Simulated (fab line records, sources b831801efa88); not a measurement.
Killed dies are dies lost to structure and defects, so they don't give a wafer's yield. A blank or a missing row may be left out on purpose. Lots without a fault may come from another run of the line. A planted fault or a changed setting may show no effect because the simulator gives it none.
fab line records | flow gf180mcu
record lots=5 wafers=15 last_day=34
route steps=602 shown VT_IMPLANT@113 MVSD@136 NWELL@137 LVPWELL@138 MVPSD@139 DUAL_GATE@141
lots that met no fault: from a run of the same line without faults
start_h: hours from the record's first day to the start of the lot's first wafer shown | wait_h: hours since the lot's step before | " the same as in the row above | L1.1+2: a row that stands for several wafers | - no value, or no start given | * or withheld: withheld | < > ~ a bound
route shown NAME@n: a module of which the file shows steps, and the number in the route of the first | usual: mean/standard deviation of fault-free wafers | same: alike in all rows | chamber/n: place in a boat | sites: the reading at each site | _std_site: their standard deviation | _edge_site: outer sites' mean less inner sites' | radius_mm: how far each site lies from the wafer's centre | mask NAME#n: copy n | behind: the tool/chamber that last shaped the wafer | hold: why the lot was held/for how many hours/how that ended | device: the transistor (n, p or np) that didn't switch | end of line: the same wafers' tests at the end of the route | a step without rows: its recipe alone | killed: dies lost to structure and defects at the first sort, not the wafer's yield | map: a wafer's dies, x killed, . not, _ none there
set.NAME: the setting as run; set.NAME@STEP: as run at that earlier step | model.NAME: the simulator's own value behind a step, which no gauge read
lots at some steps of the route; a table a step, a row a wafer
services: from which hour (start_h, from the record's first day; less than 0 if before it) a tool's chamber was out of use, for how many hours, and why
## steps
# step GF_VT_IMPLANT_HMDS_23
# recipe prime_time_s=60 prime_temp_c=120
# columns lot.wafer tool chamber start_h wait_h
L074.2+4+5 litho_track-04 0 133.98 0.1
L080.2+3+4 litho_track-04 0 170.33 0.1
L085.2+5+6 litho_track-04 0 209.83 0.1
L091.1+2+3 litho_track-04 0 245.15 0.1
L095.4+5+6 litho_track-01 0 268.14 0.1
# step GF_VT_IMPLANT_COAT_24
# recipe resist=NOVOLAK spin_rpm=3000 resist_thk_nm=1000
# columns lot.wafer tool chamber start_h wait_h
L074.2+4+5 litho_track-04 0 134.13 0.1
L080.2+3+4 litho_track-04 0 170.48 0.1
L085.2+5+6 litho_track-04 0 209.98 0.1
L091.1+2+3 litho_track-04 0 245.30 0.1
L095.4+5+6 litho_track-01 0 268.29 0.1
# step GF_VT_IMPLANT_SOFTBAKE_25
# recipe temp_c=90 time_s=60 resist=NOVOLAK
# usual plate_temp_C=90.01/0.11
# columns lot.wafer tool chamber start_h wait_h plate_temp_C
L074.2 litho_track-04 0 134.28 0.1 89.98
L074.4 " 0 " " 90.05
L074.5 " 0 " " 90.04
L080.2 litho_track-04 0 170.63 0.1 90.00
L080.3 " 0 " " 90.16
L080.4 " 0 " " 89.98
L085.2 litho_track-04 0 210.13 0.1 89.88
L085.5 " 0 " " 89.88
L085.6 " 0 " " 89.90
L091.1 litho_track-04 0 245.45 0.1 89.84
L091.2 " 0 " " 89.83
L091.3 " 0 " " 90.08
L095.4 litho_track-01 0 268.44 0.1 89.93
L095.5 " 0 " " 89.96
L095.6 " 0 " " 90.18
# step GF_VT_IMPLANT_EXPOSE_26
# recipe mask_id=LVPWELL_HV_AREA target_cd_nm=860 na=0.6 source_shape=conventional sigma_outer=0.6 dose_mj=140
# columns lot.wafer tool chamber start_h wait_h mask
L074.2+4+5 iline_stepper-01 0 - - LVPWELL_HV_AREA#0
L080.2+3+4 iline_stepper-01 0 - - LVPWELL_HV_AREA#0
L085.2+5+6 iline_stepper-01 0 - - LVPWELL_HV_AREA#0
L091.1+2+3 iline_stepper-01 0 - - LVPWELL_HV_AREA#0
L095.4+5+6 iline_stepper-02 0 - - LVPWELL_HV_AREA#0
# step GF_VT_IMPLANT_PEB_27
# recipe temp_c=withheld time_s=* resist=NOVOLAK
# columns lot.wafer tool chamber start_h wait_h
L074.2+4+5 litho_track-03 0 - -
L080.2+3+4 litho_track-03 0 - -
L085.2+5+6 litho_track-03 0 - -
L091.1+2+3 litho_track-04 0 - -
L095.4+5+6 litho_track-04 0 - -
# step GF_VT_IMPLANT_DEVELOP_28
# recipe develop_time_s=60 dev_temp_c=23
# columns lot.wafer tool chamber start_h wait_h
L074.2+4+5 litho_track-03 0 141.90 0.1
L080.2+3+4 litho_track-03 0 178.75 0.1
L085.2+5+6 litho_track-03 0 218.90 0.1
L091.1+2+3 litho_track-04 0 254.25 0.1
L095.4+5+6 litho_track-04 0 277.63 0.1
# step GF_VT_IMPLANT_OVL_MEAS_29
# usual VT_IMPLANT_02_OVL=0.3/1.4
# columns lot.wafer tool chamber start_h wait_h VT_IMPLANT_02_OVL[nm]
L074.2 overlay-02 - 142.03 0.1 0.1
L074.4 " - " " 1.0
L074.5 " - " " 1.2
L080.2 overlay-02 - 178.88 0.1 -0.6
L080.3 " - " " 0.0
L080.4 " - " " 1.1
L085.2 overlay-02 - 219.03 0.1 2.4
L085.5 " - " " 0.0
L085.6 " - " " 2.1
L091.1 overlay-01 - 254.40 0.1 2.3
L091.2 " - " " 1.7
L091.3 " - " " 1.8
L095.4 overlay-02 - 277.72 0.1 -1.2
L095.5 " - " " 0.7
L095.6 " - " " -0.1
# step GF_VT_IMPLANT_IMPLANT_30
# recipe species=B energy_kev=25 dose_cm2=2.534e+12 tilt_deg=7
# columns lot.wafer tool chamber start_h wait_h
L074.2+4+5 implanter-04 0 142.08 0.0
L080.2+3+4 implanter-03 0 178.93 0.0
L085.2+5+6 implanter-02 0 219.08 0.0
L091.1+2+3 implanter-04 0 254.44 0.0
L095.4+5+6 implanter-03 0 277.81 0.1
# step GF_VT_IMPLANT_STRIP_31
# recipe chemistry=O2/N2 power_w=1400 pressure_mtorr=1500 platen_temp_c=250 o2_flow_sccm=3000 n2_flow_sccm=300 overash_fraction=0.5
# usual drypump_motor_current_A=5.7/0.4 heater_power_w=329/33 oes_product_au=0.717/0.0046 strip_time_to_endpoint_s=12.62/0.031
# columns lot.wafer tool chamber start_h wait_h drypump_motor_current_A heater_power_w oes_product_au rf_hours_counter_h strip_time_to_endpoint_s
L074.2 plasma_asher-01 0 142.21 0.1 5.2 372 0.718 37 12.60
L074.4 " 1 " " 5.4 310 0.719 - 12.60
L074.5 " 0 " " 5.2 369 0.725 - 12.63
L080.2 plasma_asher-02 0 179.06 0.1 6.2 318 0.711 57 12.58
L080.3 " 0 " " 6.1 329 0.713 - 12.57
L080.4 " 1 " " 5.8 387 0.715 - 12.64
L085.2 plasma_asher-02 1 219.21 0.1 5.8 384 0.718 61 12.63
L085.5 " 0 " " 6.2 327 0.717 - 12.62
L085.6 " 1 " " 5.8 377 0.715 - 12.57
L091.1 plasma_asher-04 0 254.59 0.1 5.6 305 0.716 57 12.60
L091.2 " 1 " " 6.3 306 0.716 57 12.59
L091.3 " 1 " " 6.3 304 0.713 - 12.58
L095.4 plasma_asher-02 1 277.92 0.1 5.8 376 0.713 - 12.59
L095.5 " 0 " " 6.2 319 0.716 - 12.64
L095.6 " 1 " " 5.8 382 0.710 - 12.64
# step GF_VT_IMPLANT_TW_MEAS_32
# usual VT_IMPLANT_3_TW=269.8/2.4
# columns lot.wafer tool chamber start_h wait_h VT_IMPLANT_3_TW
L074.2 film_metro-01 - 142.32 0.1 275.5
L074.4 " - " " 273.2
L074.5 " - " " 273.1
L080.2 film_metro-04 - 179.17 0.1 268.5
L080.3 " - " " 268.0
L080.4 " - " " 266.4
L085.2 film_metro-01 - 219.32 0.1 271.7
L085.5 " - " " 274.1
L085.6 " - " " 272.2
L091.1 film_metro-03 - 254.69 0.1 270.5
L091.2 " - " " 270.2
L091.3 " - " " 268.9
L095.4 film_metro-01 - 278.02 0.1 273.3
L095.5 " - " " 272.9
L095.6 " - " " 273.2
# step GF_VT_IMPLANT_DEHYDRATE_33
# recipe temp_c=200 time_s=60
# usual plate_temp_C=199.99/0.15
# columns lot.wafer tool chamber start_h wait_h plate_temp_C
L074.2 litho_track-01 0 149.54 7.2 200.21
L074.4 " 0 " " 200.23
L074.5 " 0 " " 200.10
L080.2 litho_track-04 0 187.13 7.9 199.94
L080.3 " 0 " " 200.02
L080.4 " 0 " " 200.03
L085.2 litho_track-03 0 227.55 8.2 199.83
L085.5 " 0 " " 199.86
L085.6 " 0 " " 200.01
L091.1 litho_track-03 0 263.67 9.0 199.97
L091.2 " 0 " " 200.03
L091.3 " 0 " " 199.96
L095.4 litho_track-04 0 286.98 8.9 200.26
L095.5 " 0 " " 200.04
L095.6 " 0 " " 199.84
# step GF_VT_IMPLANT_HMDS_34
# recipe prime_time_s=60 prime_temp_c=120
# columns lot.wafer tool chamber start_h wait_h
L074.2+4+5 litho_track-01 0 149.69 0.1
L080.2+3+4 litho_track-04 0 187.28 0.1
L085.2+5+6 litho_track-03 0 227.70 0.1
L091.1+2+3 litho_track-03 0 263.82 0.1
L095.4+5+6 litho_track-04 0 287.13 0.1
# step GF_VT_IMPLANT_COAT_35
# recipe resist=NOVOLAK spin_rpm=3000 resist_thk_nm=1000
# columns lot.wafer tool chamber start_h wait_h
L074.2+4+5 litho_track-01 0 149.84 0.1
L080.2+3+4 litho_track-04 0 187.43 0.1
L085.2+5+6 litho_track-03 0 227.85 0.1
L091.1+2+3 litho_track-03 0 263.97 0.1
L095.4+5+6 litho_track-04 0 287.28 0.1
# step GF_VT_IMPLANT_SOFTBAKE_36
# recipe temp_c=90 time_s=60 resist=NOVOLAK
# usual plate_temp_C=90.03/0.13
# columns lot.wafer tool chamber start_h wait_h plate_temp_C
L074.2 litho_track-01 0 149.99 0.1 89.89
L074.4 " 0 " " 90.01
L074.5 " 0 " " 89.87
L080.2 litho_track-04 0 187.58 0.1 89.93
L080.3 " 0 " " 89.96
L080.4 " 0 " " 90.02
L085.2 litho_track-03 0 228.00 0.1 90.09
L085.5 " 0 " " 90.02
L085.6 " 0 " " 90.22
L091.1 litho_track-03 0 264.12 0.1 89.92
L091.2 " 0 " " 89.78
L091.3 " 0 " " 90.00
L095.4 litho_track-04 0 287.43 0.1 90.01
L095.5 " 0 " " 89.94
L095.6 " 0 " " 90.13
# step GF_VT_IMPLANT_EXPOSE_37
# recipe mask_id=Nwell_HV_AREA target_cd_nm=860 na=0.6 source_shape=conventional sigma_outer=0.6 dose_mj=140
# columns lot.wafer tool chamber start_h wait_h mask
L074.2+4+5 iline_stepper-01 0 - - Nwell_HV_AREA#0
L080.2+3+4 iline_stepper-02 0 - - Nwell_HV_AREA#0
L085.2+5+6 iline_stepper-01 0 - - Nwell_HV_AREA#0
L091.1+2+3 iline_stepper-02 0 - - Nwell_HV_AREA#0
L095.4+5+6 iline_stepper-02 0 - - Nwell_HV_AREA#0
# step GF_VT_IMPLANT_PEB_38
# recipe temp_c=withheld time_s=* resist=NOVOLAK
# columns lot.wafer tool chamber start_h wait_h
L074.2+4+5 litho_track-04 0 - -
L080.2+3+4 litho_track-03 0 - -
L085.2+5+6 litho_track-03 0 - -
L091.1+2+3 litho_track-01 0 - -
L095.4+5+6 litho_track-01 0 - -
# step GF_VT_IMPLANT_DEVELOP_39
# recipe develop_time_s=60 dev_temp_c=23
# columns lot.wafer tool chamber start_h wait_h
L074.2+4+5 litho_track-04 0 157.38 0.1
L080.2+3+4 litho_track-03 0 196.35 0.1
L085.2+5+6 litho_track-03 0 237.35 0.1
L091.1+2+3 litho_track-01 0 273.86 0.1
L095.4+5+6 litho_track-01 0 297.24 0.1
# step GF_VT_IMPLANT_OVL_MEAS_40
# usual VT_IMPLANT_03_OVL=-0.7/1.5
# columns lot.wafer tool chamber start_h wait_h VT_IMPLANT_03_OVL[nm]
L074.2 overlay-01 - 157.51 0.1 -0.6
L074.4 " - " " -0.9
L074.5 " - " " -0.9
L080.2 overlay-02 - 196.48 0.1 0.4
L080.3 " - " " -0.3
L080.4 " - " " 0.0
L085.2 overlay-02 - 237.48 0.1 -0.8
L085.5 " - " " -3.2
L085.6 " - " " -2.0
L091.1 overlay-01 - 274.01 0.1 2.7
L091.2 " - " " 0.0
L091.3 " - " " 1.2
L095.4 overlay-02 - 297.33 0.1 -0.5
L095.5 " - " " -1.2
L095.6 " - " " -0.9
# step GF_VT_IMPLANT_IMPLANT_41
# recipe species=As energy_kev=70 dose_cm2=1.013e+12 tilt_deg=7
# columns lot.wafer tool chamber start_h wait_h
L074.2+4+5 implanter-02 0 157.56 0.0
L080.2+3+4 implanter-04 0 196.53 0.0
L085.2+5+6 implanter-03 0 237.53 0.0
L091.1+2+3 implanter-02 0 274.05 0.0
L095.4+5+6 implanter-03 0 297.43 0.1
# step GF_VT_IMPLANT_STRIP_42
# recipe chemistry=O2/N2 power_w=1400 pressure_mtorr=1500 platen_temp_c=250 o2_flow_sccm=3000 n2_flow_sccm=300 overash_fraction=0.5
# usual drypump_motor_current_A=5.7/0.41 heater_power_w=325/32 oes_product_au=0.716/0.005 strip_time_to_endpoint_s=12.60/0.037
# columns lot.wafer tool chamber start_h wait_h drypump_motor_current_A heater_power_w oes_product_au rf_hours_counter_h strip_time_to_endpoint_s
L074.2 plasma_asher-04 0 157.69 0.1 5.6 300 0.715 47 12.62
L074.4 " 0 " " 5.5 307 0.713 - 12.65
L074.5 " 0 " " 5.5 307 0.712 - 12.66
L080.2 plasma_asher-04 1 196.66 0.1 6.3 308 0.716 51 12.63
L080.3 " 0 " " 5.6 295 0.712 - 12.63
L080.4 " 1 " " 6.3 298 0.723 - 12.64
L085.2 plasma_asher-04 1 237.66 0.1 6.3 298 0.716 56 12.60
L085.5 " 1 " " 6.3 298 0.720 - 12.55
L085.6 " 0 " " 5.6 291 0.707 - 12.57
L091.1 plasma_asher-01 0 274.20 0.1 5.2 370 0.716 51 12.59
L091.2 " 1 " " 5.3 304 0.721 51 12.60
L091.3 " 0 " " 5.2 359 0.718 - 12.63
L095.4 plasma_asher-01 1 297.53 0.1 5.3 312 0.716 - 12.63
L095.5 " 0 " " 5.2 375 0.716 - 12.59
L095.6 " 1 " " 5.3 303 0.720 - 12.61
# step GF_VT_IMPLANT_TW_MEAS_43
# usual VT_IMPLANT_4_TW=694/5.9
# columns lot.wafer tool chamber start_h wait_h VT_IMPLANT_4_TW
L074.2 film_metro-03 - 157.80 0.1 686
L074.4 " - " " 688
L074.5 " - " " 692
L080.2 film_metro-04 - 196.77 0.1 687
L080.3 " - " " 688
L080.4 " - " " 687
L085.2 film_metro-03 - 237.77 0.1 689
L085.5 " - " " 693
L085.6 " - " " 692
L091.1 film_metro-01 - 274.30 0.1 701
L091.2 " - " " 699
L091.3 " - " " 698
L095.4 film_metro-01 - 297.63 0.1 706
L095.5 " - " " 703
L095.6 " - " " 703
# step GF_VT_IMPLANT_CLEAN_44
# recipe chemistry=SC1/SC2 mix=1:4:20 temp_c=70 time_s=150 dry=n2_spin
# columns lot.wafer tool chamber start_h wait_h
L074.2+4+5 wet_bench-03 1 157.85 0.0
L080.2+3+4 wet_bench-03 2 196.82 0.0
L085.2+5+6 wet_bench-03 1 237.82 0.0
L091.1+2+3 wet_bench-04 1 274.36 0.1
L095.4+5+6 wet_bench-04 2 297.66 0.0
# step GF_VT_IMPLANT_RTA_45
# recipe temp_c=1050 time_s=30 ambient=N2
# usual anneal_temp_c_max=1056.0/1.2 lamp_power_pct=35/3.6 wafer_temp_C_max=1056.4/2.3
# columns lot.wafer tool chamber start_h wait_h anneal_temp_c_max lamp_power_pct wafer_temp_C_max
L074.2 rtp_anneal-02 0 157.92 0.0 1056.8 38 1054.7
L074.4 " 0 " " 1056.0 38 1054.6
L074.5 " 0 " " 1054.3 38 1055.6
L080.2 rtp_anneal-01 0 196.88 0.0 1055.8 31 1062.1
L080.3 " 0 " " 1056.4 31 1057.8
L080.4 " 0 " " 1056.8 31 1061.3
L085.2 rtp_anneal-02 0 237.89 0.0 1055.8 38 1055.4
L085.5 " 0 " " 1055.1 38 1055.2
L085.6 " 0 " " 1057.2 38 1054.9
L091.1 rtp_anneal-02 0 274.41 0.0 1057.3 38 1056.5
L091.2 " 0 " " 1055.7 38 1055.3
L091.3 " 0 " " 1055.0 38 1054.4
L095.4 rtp_anneal-01 0 297.76 0.1 1056.7 31 1059.1
L095.5 " 0 " " 1055.0 31 1058.0
L095.6 " 0 " " 1055.4 31 1057.1
# step GF_VT_IMPLANT_RS_MEAS_46
# recipe thk_meas_gauge=four-point-probe
# usual MVSD_RS=455.9/1
# columns lot.wafer tool chamber start_h wait_h MVSD_RS[ohm/sq]
L074.2 film_metro-03 - 158.02 0.1 455.9
L074.4 " - " " 456.5
L074.5 " - " " 455.7
L080.2 film_metro-01 - 196.99 0.1 455.2
L080.3 " - " " 455.3
L080.4 " - " " 456.4
L085.2 film_metro-01 - 237.99 0.1 454.8
L085.5 " - " " 454.5
L085.6 " - " " 453.7
L091.1 film_metro-02 - 274.51 0.1 456.5
L091.2 " - " " 456.5
L091.3 " - " " 457.1
L095.4 film_metro-01 - 297.87 0.1 457.4
L095.5 " - " " 457.1
L095.6 " - " " 455.8
# step GF_VT_IMPLANT_RS_MEAS_47
# recipe thk_meas_gauge=four-point-probe
# usual NWELL_RS=487.1/1.1
# columns lot.wafer tool chamber start_h wait_h NWELL_RS[ohm/sq]
L074.2 film_metro-03 - 158.14 0.1 486.9
L074.4 " - " " 486.5
L074.5 " - " " 487.6
L080.2 film_metro-01 - 197.11 0.1 488.4
L080.3 " - " " 486.3
L080.4 " - " " 486.6
L085.2 film_metro-01 - 238.11 0.1 487.4
L085.5 " - " " 486.8
L085.6 " - " " 486.4
L091.1 film_metro-02 - 274.63 0.1 485.8
L091.2 " - " " 486.4
L091.3 " - " " 486.4
L095.4 film_metro-01 - 297.99 0.1 485.9
L095.5 " - " " 488.8
L095.6 " - " " 487.0
# step GF_VT_IMPLANT_RS_MEAS_48
# recipe thk_meas_gauge=four-point-probe
# usual LVPWELL_RS=1194.9/2.8
# columns lot.wafer tool chamber start_h wait_h LVPWELL_RS[ohm/sq]
L074.2 film_metro-03 - 158.26 0.1 1197.1
L074.4 " - " " 1196.4
L074.5 " - " " 1198.0
L080.2 film_metro-01 - 197.23 0.1 1190.5
L080.3 " - " " 1191.5
L080.4 " - " " 1194.2
L085.2 film_metro-01 - 238.23 0.1 1192.4
L085.5 " - " " 1191.8
L085.6 " - " " 1193.9
L091.1 film_metro-02 - 274.75 0.1 1194.0
L091.2 " - " " 1192.6
L091.3 " - " " 1195.3
L095.4 film_metro-01 - 298.11 0.1 1192.4
L095.5 " - " " 1195.7
L095.6 " - " " 1194.0
# step GF_VT_IMPLANT_RS_MEAS_49
# recipe thk_meas_gauge=four-point-probe
# usual MVPSD_RS=1166.4/2.7
# columns lot.wafer tool chamber start_h wait_h MVPSD_RS[ohm/sq]
L074.2 film_metro-03 - 158.38 0.1 1166.2
L074.4 " - " " 1165.8
L074.5 " - " " 1164.4
L080.2 film_metro-01 - 197.35 0.1 1167.6
L080.3 " - " " 1165.5
L080.4 " - " " 1162.6
L085.2 film_metro-01 - 238.35 0.1 1163.9
L085.5 " - " " 1166.0
L085.6 " - " " 1165.1
L091.1 film_metro-02 - 274.87 0.1 1168.9
L091.2 " - " " 1167.4
L091.3 " - " " 1166.5
L095.4 film_metro-01 - 298.23 0.1 1168.3
L095.5 " - " " 1170.0
L095.6 " - " " 1170.6
# step GF_VT_IMPLANT_WET_ETCH_50
# recipe chemistry=dHF target_depth_nm=20 target=SiO2 temp_c=25 dilution=100:1 time_s=400
# columns lot.wafer tool chamber start_h wait_h
L074.2+4+5 wet_bench-01 0 158.48 0.1
L080.2+3+4 wet_bench-01 2 197.45 0.1
L085.2+5+6 wet_bench-03 1 238.45 0.1
L091.1+2+3 wet_bench-03 2 274.99 0.1
L095.4+5+6 wet_bench-01 2 298.29 0.0
# step GF_DUAL_GATE_CLEAN_00
# recipe chemistry=SC1/SC2 mix=1:4:20 temp_c=70 time_s=150
# columns lot.wafer tool chamber start_h wait_h
L074.2+4+5 wet_bench-04 0 158.60 0.0
L080.2+3+4 wet_bench-04 0 197.57 0.0
L085.2+5+6 wet_bench-01 3 238.58 0.0
L091.1+2+3 wet_bench-01 0 275.11 0.0
L095.4+5+6 wet_bench-04 3 298.42 0.0
# step GF_DUAL_GATE_CLEAN_01
# recipe chemistry=dHF time_s=20 dilution=100:1 dry=ipa_marangoni
# columns lot.wafer tool chamber start_h wait_h
L074.2+4+5 wet_bench-03 1 158.65 0.0
L080.2+3+4 wet_bench-03 2 197.62 0.0
L085.2+5+6 wet_bench-04 3 238.68 0.0
L091.1+2+3 wet_bench-04 0 275.16 0.0
L095.4+5+6 wet_bench-01 0 298.47 0.0
# step GF_DUAL_GATE_OXIDATION_02
# recipe temp_c=900 ambient=O2 stabilise_s=600 purge_s=300 target_thk_a=108.87 ox_time_s=1602
# usual ox_temp_c=900.0/0.46 spike_tc_bottom_C=916/4.9 spike_tc_top_C=907.6/1.1 zone_power_bottom_pct=27.2/2.8
# columns lot.wafer tool chamber start_h wait_h ox_temp_c spike_tc_bottom_C spike_tc_top_C zone_power_bottom_pct
L074.2 furnace-02 0 158.66 0.0 900.5 911 907.4 24.2
L074.4 " 0 " " 899.9 910 908.6 24.0
L074.5 " 0 " " 900.2 911 907.8 24.3
L080.2 furnace-01 0 197.64 0.0 900.0 920 906.9 30.1
L080.3 " 0 " " 900.1 921 908.6 30.6
L080.4 " 0 " " 899.9 921 907.3 29.8
L085.2 furnace-01 0 238.70 0.0 899.8 919 908.4 29.6
L085.5 " 0 " " 900.1 921 909.0 29.8
L085.6 " 0 " " 899.9 921 908.1 29.5
L091.1 furnace-02 0 276.41 1.2 900.5 910 908.2 24.5
L091.2 " 0 " " 901.0 911 908.3 24.2
L091.3 " 0 " " 900.9 911 907.0 24.4
L095.4 furnace-01 0 298.87 0.4 900.1 921 907.8 30.1
L095.5 " 0 " " 899.7 921 908.3 29.5
L095.6 " 0 " " 900.3 920 908.8 29.3
# step GF_DUAL_GATE_THK_MEAS_03
# recipe reads=SiO2_of_DUAL_GATE_OXIDATION_02
# usual DUAL_GATE_OXIDATION_00_THK=10.96/0.21
# columns lot.wafer tool chamber start_h wait_h DUAL_GATE_OXIDATION_00_THK[nm]
L074.2 film_metro-01 - 160.13 0.0 11.41
L074.4 " - " " 11.28
L074.5 " - " " 11.33
L080.2 film_metro-02 - 199.09 0.0 10.89
L080.3 " - " " 10.99
L080.4 " - " " 11.06
L085.2 film_metro-02 - 240.15 0.0 10.84
L085.5 " - " " 10.93
L085.6 " - " " 10.77
L091.1 film_metro-02 - 277.86 0.0 11.13
L091.2 " - " " 10.80
L091.3 " - " " 10.96
L095.4 film_metro-01 - 300.34 0.0 10.91
L095.5 " - " " 10.95
L095.6 " - " " 10.96
# step GF_DUAL_GATE_DEHYDRATE_04
# recipe temp_c=200 time_s=60
# usual plate_temp_C=200.01/0.17
# columns lot.wafer tool chamber start_h wait_h plate_temp_C
L074.2 litho_track-01 0 168.19 8.1 199.97
L074.4 " 0 " " 199.72
L074.5 " 0 " " 199.74
L080.2 litho_track-01 0 206.89 7.8 199.97
L080.3 " 0 " " 200.10
L080.4 " 0 " " 200.16
L085.2 litho_track-01 0 248.84 8.7 200.20
L085.5 " 0 " " 200.28
L085.6 " 0 " " 200.07
L091.1 litho_track-02 0 286.62 8.8 200.05
L091.2 " 0 " " 199.77
L091.3 " 0 " " 200.04
L095.4 litho_track-01 0 310.24 9.9 199.80
L095.5 " 0 " " 199.93
L095.6 " 0 " " 200.02
# step GF_DUAL_GATE_HMDS_05
# recipe prime_time_s=60 prime_temp_c=120
# columns lot.wafer tool chamber start_h wait_h
L074.2+4+5 litho_track-01 0 168.34 0.1
L080.2+3+4 litho_track-01 0 207.04 0.1
L085.2+5+6 litho_track-01 0 248.99 0.1
L091.1+2+3 litho_track-02 0 286.77 0.1
L095.4+5+6 litho_track-01 0 310.39 0.1
# step GF_DUAL_GATE_COAT_06
# recipe resist=NOVOLAK spin_rpm=3000 resist_thk_nm=1000
# columns lot.wafer tool chamber start_h wait_h
L074.2+4+5 litho_track-01 0 168.49 0.1
L080.2+3+4 litho_track-01 0 207.19 0.1
L085.2+5+6 litho_track-01 0 249.14 0.1
L091.1+2+3 litho_track-02 0 286.92 0.1
L095.4+5+6 litho_track-01 0 310.54 0.1
# step GF_DUAL_GATE_SOFTBAKE_07
# recipe temp_c=90 time_s=60 resist=NOVOLAK
# usual plate_temp_C=89.98/0.11
# columns lot.wafer tool chamber start_h wait_h plate_temp_C
L074.2 litho_track-01 0 168.64 0.1 89.86
L074.4 " 0 " " 89.97
L074.5 " 0 " " 89.85
L080.2 litho_track-01 0 207.34 0.1 90.07
L080.3 " 0 " " 90.11
L080.4 " 0 " " 90.16
L085.2 litho_track-01 0 249.29 0.1 89.79
L085.5 " 0 " " 89.91
L085.6 " 0 " " 90.06
L091.1 litho_track-02 0 287.07 0.1 89.79
L091.2 " 0 " " 89.84
L091.3 " 0 " " 90.09
L095.4 litho_track-01 0 310.69 0.1 89.94
L095.5 " 0 " " 89.84
L095.6 " 0 " " 89.93
# step GF_DUAL_GATE_EXPOSE_08
# recipe mask_id=Dualgate target_cd_nm=700 na=0.6 source_shape=conventional sigma_outer=0.6 dose_mj=140
# columns lot.wafer tool chamber start_h wait_h mask
L074.2+4+5 iline_stepper-01 0 - - Dualgate#0
L080.2+3+4 iline_stepper-02 0 - - Dualgate#0
L085.2+5+6 iline_stepper-02 0 - - Dualgate#0
L091.1+2+3 iline_stepper-01 0 - - Dualgate#0
L095.4+5+6 iline_stepper-02 0 - - Dualgate#0
# step GF_DUAL_GATE_PEB_09
# recipe temp_c=withheld time_s=* resist=NOVOLAK
# columns lot.wafer tool chamber start_h wait_h
L074.2+4+5 litho_track-01 0 - -
L080.2+3+4 litho_track-02 0 - -
L085.2+5+6 litho_track-04 0 - -
L091.1+2+3 litho_track-01 0 - -
L095.4+5+6 litho_track-01 0 - -
# step GF_DUAL_GATE_DEVELOP_10
# recipe develop_time_s=60 dev_temp_c=23
# columns lot.wafer tool chamber start_h wait_h
L074.2+4+5 litho_track-01 0 176.54 0.1
L080.2+3+4 litho_track-02 0 216.25 0.1
L085.2+5+6 litho_track-04 0 258.73 0.1
L091.1+2+3 litho_track-01 0 296.86 0.1
L095.4+5+6 litho_track-01 0 320.54 0.1
# step GF_DUAL_GATE_OVL_MEAS_11
# usual DUAL_GATE_OVL=0.0/1.3
# columns lot.wafer tool chamber start_h wait_h DUAL_GATE_OVL[nm]
L074.2 overlay-01 - 176.67 0.1 -0.9
L074.4 " - " " -0.6
L074.5 " - " " 2.3
L080.2 overlay-01 - 216.38 0.1 0.2
L080.3 " - " " 0.8
L080.4 " - " " 3.1
L085.2 overlay-02 - 258.86 0.1 -0.2
L085.5 " - " " 0.7
L085.6 " - " " 0.9
L091.1 overlay-01 - 297.01 0.1 0.6
L091.2 " - " " 0.1
L091.3 " - " " 1.6
L095.4 overlay-01 - 320.63 0.1 -0.7
L095.5 " - " " 0.1
L095.6 " - " " 0.3
# step GF_DUAL_GATE_WET_ETCH_12
# recipe chemistry=dHF target_depth_nm=13 dry=n2_spin target=SiO2 temp_c=25 dilution=100:1 time_s=260
# columns lot.wafer tool chamber start_h wait_h
L074.2+4+5 wet_bench-01 2 176.70 0.0
L080.2+3+4 wet_bench-04 3 216.41 0.0
L085.2+5+6 wet_bench-04 3 258.89 0.0
L091.1+2+3 wet_bench-03 0 297.05 0.0
L095.4+5+6 wet_bench-04 1 320.65 0.0
# step GF_DUAL_GATE_STRIP_13
# recipe chemistry=O2/N2 power_w=1400 pressure_mtorr=1500 platen_temp_c=250 o2_flow_sccm=3000 n2_flow_sccm=300 overash_fraction=0.5
# usual drypump_motor_current_A=5.7/0.53 heater_power_w=331/28 oes_product_au=0.716/0.0044 strip_time_to_endpoint_s=12.65/0.03
# columns lot.wafer tool chamber start_h wait_h drypump_motor_current_A heater_power_w oes_product_au rf_hours_counter_h strip_time_to_endpoint_s
L074.2 plasma_asher-04 1 176.78 0.0 6.3 299 0.720 49 12.64
L074.4 " 1 " " 6.3 308 0.722 - 12.66
L074.5 " 1 " " 6.3 297 0.712 - 12.67
L080.2 plasma_asher-04 1 216.57 0.0 6.3 305 0.717 53 12.63
L080.3 " 0 " " 5.5 304 0.712 - 12.64
L080.4 " 1 " " 6.3 305 0.716 - 12.66
L085.2 plasma_asher-02 0 258.97 0.0 6.1 319 0.721 65 12.64
L085.5 " 1 " " 5.8 379 0.711 - 12.64
L085.6 " 0 " " 6.1 319 0.717 - 12.64
L091.1 plasma_asher-04 1 297.14 0.0 6.3 316 0.709 62 12.63
L091.2 " 0 " " 5.5 296 0.710 62 12.67
L091.3 " 1 " " 6.3 309 0.706 - 12.65
L095.4 plasma_asher-03 1 320.76 0.0 4.7 334 0.716 - 12.66
L095.5 " 1 " " 4.6 338 0.713 - 12.66
L095.6 " 0 " " 5.6 348 0.718 - 12.59
# step GF_DUAL_GATE_CLEAN_14
# recipe chemistry=SC1/SC2 mix=1:4:20 temp_c=70 time_s=150 dry=n2_spin
# columns lot.wafer tool chamber start_h wait_h
L074.2+4+5 wet_bench-04 2 176.88 0.1
L080.2+3+4 wet_bench-03 0 216.67 0.1
L085.2+5+6 wet_bench-01 1 259.07 0.1
L091.1+2+3 wet_bench-03 2 297.24 0.1
L095.4+5+6 wet_bench-03 3 320.83 0.0
## services
# columns tool chamber start_h hours kind
implanter-02 - 111.62 7.6 repair
plasma_asher-04 - 135.19 14.6 pm
furnace-01 - 143.99 3.5 pm
implanter-03 - 168.22 4.6 repair
implanter-02 - 168.68 1.9 repair
iline_stepper-02 - 168.68 2.1 pm
implanter-04 - 169.30 2.8 repair
iline_stepper-01 - 179.81 1.7 pm
implanter-02 - 191.54 3.2 repair
furnace-01 - 192.52 3.7 pm
wet_bench-01 - 193.39 1.9 pm
plasma_asher-01 - 206.98 0.7 repair
rtp_anneal-02 - 209.81 6.5 pm
wet_bench-03 - 216.90 2.5 repair
iline_stepper-02 - 217.71 2.4 repair
implanter-04 - 224.64 6.2 repair
iline_stepper-02 - 232.11 1.7 pm
implanter-04 - 242.69 0.6 repair
iline_stepper-01 - 247.44 28.9 pm
furnace-01 - 259.05 13.1 repair
implanter-02 - 259.16 1.4 repair
wet_bench-03 - 280.66 1.2 repair
wet_bench-04 - 283.28 2.5 repair
implanter-03 - 308.00 4.2 repair
## key
fault none
